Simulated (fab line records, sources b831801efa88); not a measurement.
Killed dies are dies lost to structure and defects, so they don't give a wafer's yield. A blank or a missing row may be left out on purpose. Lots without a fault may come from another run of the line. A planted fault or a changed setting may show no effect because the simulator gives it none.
A struck lot beside a sound one | flow gf180mcu | 14 steps out of a route of 602
Sound: wafers L184.2, L184.4, L184.5. Struck: wafers L192.1, L192.4, L192.5. The cause comes at the end.
At each step with rows: each side's tool, then ch and its chambers, then its first start. Under that, the readings that differ: sound wafers | struck wafers | difference of the means | sigmas: that difference in standard deviations of wafers without a fault.
alike: readings whose means differ by less than 2 such deviations, and words and numbers that are the same on both sides. not compared: withheld readings, readings that some wafer has no value for, bounds like >300 that may hide the same value, and numbers for which the record gives no deviation and whose values overlap.
The two part at a step that has a row with sigmas, a row that says differs or no value, or rows on one side only. Numbers that don't overlap but have no deviation are shown without sigmas and don't part them. A reading that every wafer of one side lacks parts them only if that side has two wafers or more.

GF_DUAL_GATE_OVL_MEAS_11:
  sound on overlay-01, day 9 21:35; struck on overlay-02, day 11 22:28
  alike: DUAL_GATE_OVL
then, 1 step without rows for these wafers: GF_DUAL_GATE_WET_ETCH_12 (etches SiO2 in dHF, target depth 13 nm, time 260 s).
GF_DUAL_GATE_STRIP_13: strips in O2/N2.
  sound on plasma_asher-04 ch 0, day 9 21:41; struck on plasma_asher-02 ch 0,1, day 11 22:35
  alike: drypump_motor_current_A, heater_power_w, oes_product_au, strip_time_to_endpoint_s
  not compared: rf_hours_counter_h
then, 3 steps without rows for these wafers: GF_DUAL_GATE_CLEAN_14 (cleans in SC1/SC2, time 150 s); GF_DUAL_GATE_OXIDATION_15 (stabilise 600 s, purge 300 s, target thk 7.098 nm); GF_POLY_GATE_CVD_00 (deposits poly-Si, target thk 200 nm, time 1200 s).
GF_POLY_GATE_THK_MEAS_01:
  sound on film_metro-02, day 10 01:50; struck on film_metro-03, day 12 06:31
  alike: POLY_GATE_CVD_00_THK
then, 5 steps without rows for these wafers: GF_POLY_GATE_DEHYDRATE_02 (time 60 s); GF_POLY_GATE_HMDS_03 (prime time 60 s); GF_POLY_GATE_COAT_04; GF_POLY_GATE_COAT_05 (resist thk 700 nm); GF_POLY_GATE_SOFTBAKE_06 (time 60 s).
GF_POLY_GATE_EXPOSE_07: exposes mask Poly2, target cd 280 nm.
  sound on krf_scanner-02 ch 0, day 10 10:52; struck on krf_scanner-02, day 12 16:19
  no value came back on the struck wafers for exposure_dose_mJ_cm2, focus_offset_nm (nm), stage_vel_mm_s (mm/s); on the sound wafers exposure_dose_mJ_cm2 reads 28.015 28.038 28.029
  alike: mask
then, 1 step without rows for these wafers: GF_POLY_GATE_PEB_08 (peb time 90 s).

WHERE THEY PART
Only at GF_POLY_GATE_EXPOSE_07, within this record.

WHY: what the simulator had put in
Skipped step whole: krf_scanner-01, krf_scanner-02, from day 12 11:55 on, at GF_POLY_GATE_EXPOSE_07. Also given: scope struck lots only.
